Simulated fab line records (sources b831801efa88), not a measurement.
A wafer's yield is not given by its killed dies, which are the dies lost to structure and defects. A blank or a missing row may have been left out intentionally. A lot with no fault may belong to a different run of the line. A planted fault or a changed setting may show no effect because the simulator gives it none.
Which tool did it?    flow gf180mcu    6 lots, 18 wafers sampled, at 3 steps of a route of 602

## WHAT THE GAUGES READ, wafer by wafer
GF_V3_RS_MEAS_24: the measuring method here is four-point-probe.
lot   measured      on             V3_W_RS (ohm/sq)
L768  day 23 20:52  film-metro-01  0.326 0.328 0.335
L771  day 24 14:44  film-metro-01  0.328 0.334 0.329
L773  day 25 14:38  film-metro-04  0.326 0.323 0.332
L780  day 27 13:37  film-metro-04  0.167 0.169 0.170 0.167 0.169 0.169
L784  day 28 22:22  film-metro-02  0.326 0.330 0.328
L786  day 29 12:14  film-metro-04  0.326 0.330 0.324

## WHICH TOOL RAN EACH LOT (tool, then ch and the chambers of the sampled wafers, then the start)
lot   GF_M3_SPUTTER_04              GF_V3_CVD_23
L768  pvd-sputter-01, day 21 20:12  cvd-w-02 ch 0,1, day 23 20:46
L771  pvd-sputter-02, day 22 13:47  cvd-w-02 ch 0,1, day 24 14:36
L773  pvd-sputter-01, day 23 15:04  cvd-w-01 ch 0,1, day 25 14:31
L780  pvd-sputter-04, day 25 15:37  cvd-w-02 ch 0,1, day 27 13:30
L784  pvd-sputter-02, day 27 01:35  cvd-w-01 ch 0,1, day 28 22:16
L786  pvd-sputter-02, day 27 16:17  cvd-w-01 ch 0,1, day 29 12:07
- GF_M3_SPUTTER_04: material TiN, target thk 50 nm, time 41.7 s.
- GF_V3_CVD_23: deposits W, target thk 350 nm, time 104.9 s.

## THE ANSWER, worked out from the rows above alone
Rule: the lots themselves supply what counts as usual. Put in order of their means at a reading, lots are off if they are a third of the lots or fewer, leave a main group of 4 or more, and stand apart from it by a gap of 3 or more times the standard deviation of the main group's means; of several such gaps the widest counts. The tables above print the reading to a certain number of digits; a main group whose means all agree to those digits is not used. Also off: a lot with no number at a reading for which 4 or more lots have one. All remaining lots with rows at the step are treated as sound.
Off: L780, seen at GF_V3_RS_MEAS_24 (V3_W_RS). Mean 0.328 ohm/sq and standard deviation 0.0014 in the main group.
If a tool, at a process step before that reading, ran all the lots that are off and no sound lot after the first of them, it fits. Those tools and the gauges at GF_V3_RS_MEAS_24 are tried in the same way. 2 tools fit, pvd-sputter-04 at GF_M3_SPUTTER_04 and cvd-w-02 at GF_V3_CVD_23, so this cannot tell which one it is.

## WHAT WAS PUT IN BY THE SIMULATOR
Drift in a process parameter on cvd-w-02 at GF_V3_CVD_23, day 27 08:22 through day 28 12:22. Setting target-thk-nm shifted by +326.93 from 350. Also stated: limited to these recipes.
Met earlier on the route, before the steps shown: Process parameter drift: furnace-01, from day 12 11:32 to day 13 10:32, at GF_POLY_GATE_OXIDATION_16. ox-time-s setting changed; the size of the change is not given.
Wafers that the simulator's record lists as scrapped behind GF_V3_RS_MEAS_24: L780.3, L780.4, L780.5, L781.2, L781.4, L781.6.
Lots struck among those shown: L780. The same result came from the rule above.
